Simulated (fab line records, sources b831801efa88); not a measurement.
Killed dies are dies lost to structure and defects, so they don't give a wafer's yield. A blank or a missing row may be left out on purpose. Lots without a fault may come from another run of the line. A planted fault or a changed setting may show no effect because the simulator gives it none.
Which tool did it? | flow gf180mcu | 14 lots, 42 wafers sampled, at 4 steps of a route of 602

WHAT THE GAUGES READ, wafer by wafer
The record holds no reading of a measuring or inspecting step that can be judged against a usual standard deviation.

WHICH TOOL RAN EACH LOT (tool, then ch and the chambers of the sampled wafers, then the start)
lot  | GF_V2_ETCH_16                      | GF_M3_SPUTTER_01             | GF_M3_EXPOSE_11                   | GF_V3_CVD_02
L814 | rie_diel-02 ch 0,3, day 19 23:39   | pvd_sputter-02, day 20 01:07 | krf_scanner-01 ch 0, day 20 13:35 | pecvd-03 ch 0,2, day 21 02:42
L817 | rie_diel-03 ch 0,1,2, day 21 01:20 | pvd_sputter-01, day 21 02:47 | krf_scanner-01 ch 0, day 21 14:55 | pecvd-02 ch 0,2, day 22 03:07
L818 | rie_diel-04 ch 0,2,3, day 21 22:06 | pvd_sputter-01, day 21 23:36 | krf_scanner-01 ch 0, day 22 10:58 | pecvd-01 ch 0,1, day 22 23:28
L819 | rie_diel-02 ch 0,2,3, day 21 23:20 | pvd_sputter-02, day 22 00:49 | krf_scanner-02 ch 0, day 22 13:16 | pecvd-01 ch 0,2, day 23 01:19
L820 | rie_diel-02 ch 2,3, day 22 08:57   | pvd_sputter-02, day 22 10:25 | krf_scanner-01 ch 0, day 22 22:23 | pecvd-01 ch 0,1, day 23 10:40
L821 | rie_diel-02 ch 2,3, day 22 22:12   | pvd_sputter-04, day 22 23:40 | krf_scanner-01 ch 0, day 23 10:58 | pecvd-01 ch 0,2, day 23 23:15
L825 | rie_diel-04 ch 0,3, day 24 21:11   | pvd_sputter-02, day 24 22:38 | krf_scanner-01, day 25 09:37      | -
L826 | rie_diel-02 ch 0,3, day 25 01:30   | pvd_sputter-02, day 25 03:02 | krf_scanner-01, day 25 14:18      | -
L828 | rie_diel-02 ch 0,1,3, day 25 19:53 | pvd_sputter-04, day 25 21:21 | krf_scanner-02 ch 0, day 26 07:55 | pecvd-03 ch 0,1, day 26 18:59
L830 | rie_diel-02 ch 0,3, day 26 00:03   | pvd_sputter-01, day 26 01:43 | krf_scanner-01 ch 0, day 26 12:48 | pecvd-01 ch 0,1,2, day 26 23:28
L833 | rie_diel-03 ch 1,2,3, day 27 05:22 | pvd_sputter-01, day 27 06:51 | krf_scanner-02 ch 0, day 27 16:50 | pecvd-01 ch 0,2, day 28 03:18
L835 | rie_diel-02 ch 1,2, day 27 11:08   | pvd_sputter-04, day 27 12:35 | krf_scanner-01 ch 0, day 27 21:45 | pecvd-03 ch 0,1,2, day 28 08:47
L836 | rie_diel-02 ch 2,3, day 27 17:52   | pvd_sputter-01, day 27 19:21 | krf_scanner-01 ch 0, day 28 05:30 | pecvd-01 ch 0,2, day 28 15:58
L837 | rie_diel-02 ch 1,3, day 28 00:16   | pvd_sputter-02, day 28 01:49 | krf_scanner-02 ch 0, day 28 12:07 | pecvd-01 ch 1,2, day 28 22:18
- GF_V2_ETCH_16: etches BARC in N2/H2.
- GF_M3_SPUTTER_01: material TiN, target thk 30 nm, time 25 s.
- GF_M3_EXPOSE_11: exposes mask Metal3, target cd 280 nm.
- GF_V3_CVD_02: deposits SiO2 from TEOS, target thk 850 nm, time 94.851 s.

WHAT THE TOOLS THEMSELVES READ (means of the sampled wafers that have a number; where no wafer has one, the mark that the record gives instead)
GF_V2_ETCH_16.
lot  | tool        | drypump_motor_current_A (A) | oes_product_au (a.u.) | throttle_valve_pct (%)
L814 | rie_diel-02 | 5.6                         | 0.855                 | 13.232
L817 | rie_diel-03 | 5.9                         | 0.847                 | 13.223
L818 | rie_diel-04 | 5.8                         | 0.854                 | 13.219
L819 | rie_diel-02 | 5.8                         | 0.856                 | 13.222
L820 | rie_diel-02 | 5.5                         | 0.858                 | 13.222
L821 | rie_diel-02 | 5.5                         | 0.850                 | 13.227
L825 | rie_diel-04 | 5.9                         | 0.853                 | 13.229
L826 | rie_diel-02 | 6.0                         | 0.859                 | 13.233
L828 | rie_diel-02 | 5.5                         | 0.855                 | 13.233
L830 | rie_diel-02 | 5.6                         | 0.854                 | 13.224
L833 | rie_diel-03 | 5.6                         | 0.854                 | 13.230
L835 | rie_diel-02 | 5.5                         | 0.857                 | 13.220
L836 | rie_diel-02 | 5.5                         | 0.852                 | 13.234
L837 | rie_diel-02 | 5.1                         | 0.856                 | 13.223

GF_M3_SPUTTER_01.
lot  | tool           | throttle_valve_pct (%)
L814 | pvd_sputter-02 | 29.3
L817 | pvd_sputter-01 | 29.2
L818 | pvd_sputter-01 | 29.0
L819 | pvd_sputter-02 | 29.6
L820 | pvd_sputter-02 | 29.8
L821 | pvd_sputter-04 | 30.7
L825 | pvd_sputter-02 | 29.0
L826 | pvd_sputter-02 | 29.2
L828 | pvd_sputter-04 | 31.1
L830 | pvd_sputter-01 | 30.1
L833 | pvd_sputter-01 | 29.0
L835 | pvd_sputter-04 | 30.4
L836 | pvd_sputter-01 | 28.8
L837 | pvd_sputter-02 | 29.0

GF_M3_EXPOSE_11.
lot  | tool           | exposure_dose_mJ_cm2 | focus_offset_nm (nm)
L814 | krf_scanner-01 | 28.004               | -0.2
L817 | krf_scanner-01 | 27.983               | 0.1
L818 | krf_scanner-01 | 28.010               | -0.3
L819 | krf_scanner-02 | 28.022               | 0.1
L820 | krf_scanner-01 | 28.023               | -0.2
L821 | krf_scanner-01 | 27.948               | -0.0
L825 | krf_scanner-01 | -                    | -
L826 | krf_scanner-01 | -                    | -
L828 | krf_scanner-02 | 28.023               | -0.5
L830 | krf_scanner-01 | 27.979               | 0.9
L833 | krf_scanner-02 | 27.977               | 0.1
L835 | krf_scanner-01 | 28.031               | 0.2
L836 | krf_scanner-01 | 28.009               | -0.1
L837 | krf_scanner-02 | 28.007               | 0.1

GF_V3_CVD_02.
lot  | tool     | heater_power_outer_w (W) | heater_power_w (W)
L814 | pecvd-03 | 348                      | 636
L817 | pecvd-02 | 472                      | 777
L818 | pecvd-01 | 349                      | 659
L819 | pecvd-01 | 393                      | 662
L820 | pecvd-01 | 386                      | 692
L821 | pecvd-01 | 306                      | 565
L828 | pecvd-03 | 379                      | 678
L830 | pecvd-01 | 328                      | 604
L833 | pecvd-01 | 375                      | 642
L835 | pecvd-03 | 343                      | 626
L836 | pecvd-01 | 406                      | 675
L837 | pecvd-01 | 419                      | 711

THE ANSWER, worked out from the rows above alone
Rule: what is usual is taken from the lots themselves. Put in order of their means at a reading, lots are off if they are a third of the lots or fewer, leave a main group of 4 or more, and stand apart from it by a gap of 3 or more times the standard deviation of the main group's means; of several such gaps the widest counts. A main group whose means are all the same, to the digits that the tables above print for the reading, isn't used. A lot without any number at a reading at which 4 lots or more have one is off too. The other lots that the step has rows for count as sound. The gauges are gone through in route order, then the tools' own readings, and for those a lot's mean is taken as printed above. The first step at which some lot is off is used, and at that step the reading that is off furthest; a lot without a number counts as furthest.
Off: L825, L826, at GF_M3_EXPOSE_11 (exposure_dose_mJ_cm2). Without a number there: L825, L826. The main group: mean 28.001, standard deviation 0.024.
A tool fits if, at that step or a process step before it, it ran every lot that is off, and no sound lot after the first of them. None of those tried fits.

WHAT THE SIMULATOR HAD PUT IN
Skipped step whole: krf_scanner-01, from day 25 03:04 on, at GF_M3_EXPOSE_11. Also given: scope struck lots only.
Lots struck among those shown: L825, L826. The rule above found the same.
